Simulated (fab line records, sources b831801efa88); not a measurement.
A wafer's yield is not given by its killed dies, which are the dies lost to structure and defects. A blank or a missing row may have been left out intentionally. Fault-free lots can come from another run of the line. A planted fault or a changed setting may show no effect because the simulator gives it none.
A lot that was struck, set against a sound lot ; flow sky130 ; 43 steps out of a route of 708
Sound: wafers L638.3, L638.4, L638.6. Struck: wafer L646.5. (L646.2, L646.6 of the same lot were not struck and are left out.) The cause comes at the end.
Order at every step that has rows: each side's tool, ch and its chambers, its first start. Under that, the readings that differ: sound wafers ; struck wafers ; difference of the means ; sigmas: that difference in standard deviations of wafers without a fault.
alike: readings whose means differ by less than 2 such deviations, and words and numbers that are the same on both sides. not compared: withheld readings, readings that some wafer has no value for, bounds like >300 that may hide the same value, and numbers for which the record gives no deviation and whose values overlap.
A row with sigmas, a row that says differs or no value, or rows on one side alone: a step with any of these is where the two part. When numbers do not overlap yet have no deviation, they are printed without sigmas and do not part them. A reading missing from all wafers of one side parts the sides only when that side holds two or more wafers.

SKY_VIA1_CMP_02: polishes SiO2.
  sound on cmp-02 ch 0,1,3, day 32 19:34; struck on cmp-01 ch 2, day 35 06:01
  alike: motor current A
SKY_VIA1_BOW_MEAS_03:
  struck on film metro-02, day 35 06:14; sound on film metro-01, day 32 19:55
  alike: VIA1_BOW
then, 8 steps without rows for these wafers: SKY_VIA1_DEHYDRATE_04 (time 60 s); SKY_VIA1_HMDS_05 (prime time 60 s); SKY_VIA1_COAT_06 (resist thk 60 nm); SKY_VIA1_COAT_07 (resist thk 450 nm); SKY_VIA1_SOFTBAKE_08 (time 90 s); SKY_VIA1_EXPOSE_09 (exposes mask VIM, target cd 150 nm); SKY_VIA1_PEB_10; SKY_VIA1_DEVELOP_11 (develop time 60 s).
SKY_VIA1_CD_MEAS_12: target cd 150 nm.
  struck on cd sem-01, day 36 08:59; sound on cd sem-01, day 33 23:28
  alike: cd nm
SKY_VIA1_OVL_MEAS_13:
  struck on overlay-01, day 36 09:06; sound on overlay-01, day 33 23:34
  alike: VIA1_OVL
SKY_VIA1_ETCH_14: etches BARC in N2/H2, stops on SiO2, time 45.9 s, target depth 60 nm.
  sound on rie diel-03 ch 0,1, day 33 23:35; struck on rie diel-03 ch 0, day 36 09:08
  alike: bias w, drypump motor current A, n2 flow sccm, oes product au, throttle valve pct
  not compared: rf hours counter h
then, 7 steps without rows for these wafers: SKY_VIA1_ETCH_15 (etches SiO2 in C4F8/O2/Ar, stops on TiN, target depth 351 nm, time 54 s); SKY_VIA1_STRIP_16 (strips in O2/N2); SKY_VIA1_STRIP_17 (strips in post etch residue remover, time 1200 s); SKY_VIA1_CLEAN_18 (cleans in IPA, time 180 s); SKY_VIA1_CLEAN_19 (cleans in O3/DIW); SKY_VIA1_SPUTTER_20 (material TiN, target thk 20 nm, time 80 s); SKY_VIA1_CVD_21 (deposits W, target thk 270 nm, time 80.902 s).
SKY_VIA1_RS_MEAS_22: the measuring method here is four-point-probe.
  struck on film metro-04, day 36 10:19; sound on film metro-04, day 34 00:28
  alike: VIA1_W_RS
SKY_VIA1_THK_MEAS_23: measures by xrf.
  struck on film metro-04, day 36 10:26; sound on film metro-04, day 34 00:34
  alike: VIA1_W_THK
then, 1 step without rows for these wafers: SKY_VIA1_CMP_24 (polishes, stops on SiO2, t overpolish 15 s, target thk 0 nm).
SKY_METAL2_SPUTTER_00: material Ti, target thk 15 nm, time 10 s.
  struck on pvd sputter-02, day 36 10:47; sound on pvd sputter-01, day 34 01:03
  alike: cathode dc power W, throttle valve pct
then, 3 steps without rows for these wafers: SKY_METAL2_SPUTTER_01 (material TiN, target thk 20 nm, time 16.7 s); SKY_METAL2_SPUTTER_02 (material AlCu, target thk 250 nm, time 13.3 s); SKY_METAL2_SPUTTER_03 (material Ti, target thk 5 nm, time 3.3 s).
SKY_METAL2_SPUTTER_04: material TiN, target thk 70 nm, time 58.3 s.
  struck on pvd sputter-02, day 36 10:52; sound on pvd sputter-01, day 34 01:08
reading;sound;struck;difference;sigmas
cathode dc power W (W);6500.0 6499.6 6499.8;6502.9;+3.1;+3
  alike: throttle valve pct
SKY_METAL2_RS_MEAS_05: the measuring method here is four-point-probe.
  struck on film metro-03, day 36 10:56; sound on film metro-04, day 34 01:14
reading;sound;struck;difference;sigmas
METAL2_ALCU_RS (ohm/sq);0.1248 0.1265 0.1244;0.1282;+0.0030;+2
SKY_METAL2_THK_MEAS_06: measures by xrf.
  struck on film metro-03, day 36 11:03; sound on film metro-04, day 34 01:20
  alike: METAL2_ALCU_THK
then, 8 steps without rows for these wafers: SKY_METAL2_DEHYDRATE_07 (time 60 s); SKY_METAL2_HMDS_08 (prime time 60 s); SKY_METAL2_COAT_09 (resist thk 60 nm); SKY_METAL2_COAT_10 (resist thk 450 nm); SKY_METAL2_SOFTBAKE_11 (time 90 s); SKY_METAL2_EXPOSE_12 (exposes mask MM2, target cd 140 nm); SKY_METAL2_PEB_13; SKY_METAL2_DEVELOP_14 (develop time 60 s).
SKY_METAL2_CD_MEAS_15: target cd 140 nm.
  struck on cd sem-02, day 37 13:14; sound on cd sem-02, day 35 04:09
  alike: cd nm
SKY_METAL2_OVL_MEAS_16:
  struck on overlay-01, day 37 13:20; sound on overlay-02, day 35 04:14
  alike: METAL2_OVL
SKY_METAL2_DESCUM_17: chemistry O2, time 8 s.
  sound on rie metal-02 ch 0,1, day 35 04:16; struck on rie metal-01 ch 1, day 37 13:22
  alike: drypump motor current A, oes product au
  not compared: rf hours counter h
SKY_METAL2_ETCH_18: etches BARC in N2/H2, stops on SiO2, time 45.9 s, target depth 60 nm.
  sound on rie metal-02 ch 0,1, day 35 04:19; struck on rie metal-01 ch 1, day 37 13:24
  alike: bias w, drypump motor current A, n2 flow sccm, oes product au, throttle valve pct
  not compared: rf hours counter h
-- the record jumps here: 10 days lie between the struck wafers' starts before and after (it left off in module METAL2 and takes up again in module PAD_OPEN, whose first step shown is number 708 of the route) --
SKY_PAD_OPEN_PROBE_99:
  struck on prober-01, day 47 19:35; sound on prober-01, day 45 19:29
reading;sound;struck;difference;sigmas
defect limited yield (%);83.3 83.7 80.1;74.0;-8.4;-4
killed_at_M0_to_M3;42 43 49;86;+41;+6
killed dies;82 80 98;128;+41;+4
sort_bin_3_pad_short (%);0.6 1.4 1.2;2.4;+1.3;+3
sort_bin_5_function (%);10.0 10.4 10.4;15.2;+4.9;+3
sort n pass;410 412 394;364;-41;-4
sort yield pct (%);83.3 83.7 80.1;74.0;-8.4;-4
model.etest.tester.sort n pass;410 412 394;364;-41;
model.etest.tester.sort yield pct (%);83.33 83.74 80.08;73.98;-8.40;
model.etest.tester.sort_bin_5_pct (%);9.959 10.37 10.37;15.24;+5.01;
model.etest.tester.sort_bin_3_pct (%);0.6098 1.423 1.22;2.439;+1.355;
  alike: killed_at_M4_up, killed at contacts, killed at front end, killed at other, killed open, killed short, sort_bin_6_memory

## WHERE THEY PART
Last at SKY_PAD_OPEN_PROBE_99 as far as this record goes, first at SKY_METAL2_SPUTTER_04.

WHY: the cause the simulator had injected
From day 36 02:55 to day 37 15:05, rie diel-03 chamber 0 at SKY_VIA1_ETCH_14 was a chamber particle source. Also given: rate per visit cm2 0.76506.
